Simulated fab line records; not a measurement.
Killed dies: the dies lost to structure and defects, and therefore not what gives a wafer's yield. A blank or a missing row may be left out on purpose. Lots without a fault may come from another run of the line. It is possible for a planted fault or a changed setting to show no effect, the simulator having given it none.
Chamber matching / flow gf180mcu / cmp-02 running GF_CONTACT_CMP_27: 4 sister chambers
The step polishes, stops on SiO2, t overpolish 15 s, target thk 0 nm. 16 wafers are shown with their chamber, then 8 later ones without.

== WAFERS PAIRED WITH THEIR CHAMBERS ==
wafer=L716.1; chamber=2; motor current A (A)=10.7; time to endpoint s (s)=74.2
wafer=L716.3; chamber=0; motor current A (A)=12.0; time to endpoint s (s)=75.1
wafer=L716.6; chamber=1; motor current A (A)=9.2; time to endpoint s (s)=72.0
wafer=L718.2; chamber=0; motor current A (A)=12.0; time to endpoint s (s)=75.1
wafer=L718.4; chamber=2; motor current A (A)=11.5; time to endpoint s (s)=74.0
wafer=L718.5; chamber=1; motor current A (A)=9.2; time to endpoint s (s)=73.3
wafer=L717.1; chamber=2; motor current A (A)=11.2; time to endpoint s (s)=78.4
wafer=L717.4; chamber=3; motor current A (A)=10.9; time to endpoint s (s)=77.2
wafer=L717.6; chamber=1; motor current A (A)=9.0; time to endpoint s (s)=74.1
wafer=L723.2; chamber=1; motor current A (A)=8.8; time to endpoint s (s)=70.6
wafer=L723.3; chamber=3; motor current A (A)=11.6; time to endpoint s (s)=74.2
wafer=L723.4; chamber=0; motor current A (A)=12.4; time to endpoint s (s)=71.1
wafer=L724.1; chamber=1; motor current A (A)=8.7; time to endpoint s (s)=74.4
wafer=L724.3; chamber=2; motor current A (A)=10.8; time to endpoint s (s)=76.8
wafer=L724.6; chamber=3; motor current A (A)=11.7; time to endpoint s (s)=75.0
wafer=L726.1; chamber=3; motor current A (A)=11.2; time to endpoint s (s)=79.4

SIGNATURES, as means of the wafers listed above
reading=motor current A; chamber 0=12.133; chamber 1=8.980; chamber 2=11.050; chamber 3=11.350; scatter within a chamber=0.307
reading=time to endpoint s; chamber 0=73.767; chamber 1=72.880; chamber 2=75.850; chamber 3=76.450; scatter within a chamber=2.05
Rule: a wafer's distance from a chamber is the root of the sum, over the readings, of the square of ((its reading less the chamber's mean) divided by the reading's scatter). The wafer belongs to the nearest chamber; if the next one is less than 2 further off, it can't be placed. The scatter: the root of (the sum of the squares of (reading less its chamber's mean) over the shown wafers, divided by (wafers less chambers)).

== WAFERS WITHOUT THEIR CHAMBER ==
wafer=L726.4; motor current A (A)=11.8; time to endpoint s (s)=74.8
wafer=L726.5; motor current A (A)=11.1; time to endpoint s (s)=79.0
wafer=L728.1; motor current A (A)=8.3; time to endpoint s (s)=72.4
wafer=L728.5; motor current A (A)=11.3; time to endpoint s (s)=68.9
wafer=L728.6; motor current A (A)=11.5; time to endpoint s (s)=71.5
wafer=L736.1; motor current A (A)=11.1; time to endpoint s (s)=74.2
wafer=L736.4; motor current A (A)=8.6; time to endpoint s (s)=70.2
wafer=L736.5; motor current A (A)=10.9; time to endpoint s (s)=71.3

== EACH ONE'S CHAMBER ==
wafer=L726.4; from the rows above=can't be placed: 0 or 3 or 2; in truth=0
wafer=L726.5; from the rows above=can't be placed: 3 or 2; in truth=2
wafer=L728.1; from the rows above=1; in truth=1
wafer=L728.5; from the rows above=can't be placed: 2 or 0 or 3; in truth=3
wafer=L728.6; from the rows above=can't be placed: 0 or 3 or 2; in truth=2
wafer=L736.1; from the rows above=can't be placed: 2 or 3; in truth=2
wafer=L736.4; from the rows above=1; in truth=1
wafer=L736.5; from the rows above=can't be placed: 2 or 3 or 0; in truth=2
Correct placement for 2 of the 8. Unplaceable from these rows: 6, with the true chamber sitting among the candidates in 6. Number placed wrongly: 0.
